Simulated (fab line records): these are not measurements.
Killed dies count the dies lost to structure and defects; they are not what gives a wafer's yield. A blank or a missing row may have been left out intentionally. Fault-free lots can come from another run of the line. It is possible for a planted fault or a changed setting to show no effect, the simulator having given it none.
Which tool did it? ; flow sky130 ; 10 lots, 29 wafers sampled, at 3 steps of a route of 708

WHAT THE GAUGES READ, wafer by wafer
SKY_VIA4_BOW_MEAS_03.
lot;measured;on;VIA4_BOW (um)
L386;day 41 20:53;film metro-01;82 87 74
L389;day 42 16:26;film metro-01;77 75 68
L390;day 43 01:25;film metro-02;78 81 64
L398;day 45 08:46;film metro-01;93 86
L403;day 46 14:33;film metro-01;87 90 85
L404;day 46 22:41;film metro-01;85 77 79
L405;day 47 01:07;film metro-02;59 65 65
L406;day 47 07:02;film metro-01;80 92 78
L408;day 47 21:17;film metro-01;82 77 66
L409;day 48 03:09;film metro-01;83 79 70

WHAT TOOL EACH LOT RAN ON (gives the tool, then ch and the chambers of the sampled wafers, and finally the start)
lot;SKY_CAP2M_STRIP_14;SKY_METAL4_DESCUM_15
L386;plasma asher-04 ch 0,1, day 40 18:54;rie metal-03 ch 0,1, day 41 19:23
L389;plasma asher-03 ch 0, day 41 15:12;rie metal-02 ch 0, day 42 14:49
L390;plasma asher-04 ch 0,1, day 41 23:57;rie metal-04 ch 0, day 42 23:54
L398;plasma asher-03 ch 0,1, day 44 09:00;rie metal-04 ch 1, day 45 07:17
L403;plasma asher-03 ch 0,1, day 45 15:27;rie metal-03 ch 0,1, day 46 13:05
L404;plasma asher-01 ch 0,1, day 46 00:07;rie metal-03 ch 0,1, day 46 21:10
L405;plasma asher-01 ch 0,1, day 46 02:00;rie metal-02 ch 0,1, day 46 23:15
L406;plasma asher-01 ch 0,1, day 46 07:36;rie metal-03 ch 0,1, day 47 04:58
L408;plasma asher-01 ch 1, day 46 21:06;rie metal-02 ch 0,1, day 47 18:08
L409;plasma asher-03 ch 0,1, day 47 05:15;rie metal-02 ch 1, day 48 01:41
- SKY_CAP2M_STRIP_14: strips in O2/N2.
- SKY_METAL4_DESCUM_15: chemistry O2, time 8 s.

AS READ BY THE TOOLS THEMSELVES (means over the sampled wafers that have a number; for cases with no such wafer, the mark the record gives instead)
SKY_CAP2M_STRIP_14.
lot;tool;drypump motor current A (A);oes product au (a.u.);strip time to endpoint s (s)
L386;plasma asher-04;5.2;0.709;12.65
L389;plasma asher-03;6.5;0.712;12.64
L390;plasma asher-04;5.2;0.706;12.66
L398;plasma asher-03;6.2;0.714;12.71
L403;plasma asher-03;6.1;0.712;12.60
L404;plasma asher-01;5.3;0.707;12.67
L405;plasma asher-01;5.3;0.706;12.59
L406;plasma asher-01;5.2;0.707;12.67
L408;plasma asher-01;5.4;0.708;12.57
L409;plasma asher-03;6.1;0.708;12.61

SKY_METAL4_DESCUM_15.
lot;tool;drypump motor current A (A);he backside leak sccm (sccm);oes product au (a.u.);temp c (C)
L386;rie metal-03;5.9;3.25;1.012;39.91
L389;rie metal-02;5.2;3.26;1.002;40.03
L390;rie metal-04;6.0;3.35;1.015;39.98
L398;rie metal-04;5.1;3.40;1.000;39.96
L403;rie metal-03;5.8;3.29;1.003;40.02
L404;rie metal-03;5.8;3.18;0.993;40.07
L405;rie metal-02;5.4;3.50;0.996;39.92
L406;rie metal-03;5.8;3.02;0.994;40.05
L408;rie metal-02;5.6;3.33;1.002;40.06
L409;rie metal-02;5.8;3.34;0.999;40.04

THE ANSWER, worked out from the rows above alone
Rule: what is usual is taken from the lots themselves. The widest of any qualifying gaps counts: lots, ordered by their means at a reading, are off when they make up no more than a third of the lots, leave a main group of 4 or more, and stand apart from it by 3 or more times the standard deviation of that group's means. The tables above print the reading to a certain number of digits; a main group whose means all agree to those digits is not used. Also off: a lot with no number at a reading for which 4 or more lots have one. Any other lot the step has rows for is counted as sound. Order of review: gauges by route order, followed by the tools' own readings, for which a lot's mean as printed above is used. At the first step where some lot is off, the reading lying furthest off is the one used; lots without a number count as furthest.
None of the lots is off at any reading shown; this tells nothing.

WHAT THE SIMULATOR HAD PUT IN
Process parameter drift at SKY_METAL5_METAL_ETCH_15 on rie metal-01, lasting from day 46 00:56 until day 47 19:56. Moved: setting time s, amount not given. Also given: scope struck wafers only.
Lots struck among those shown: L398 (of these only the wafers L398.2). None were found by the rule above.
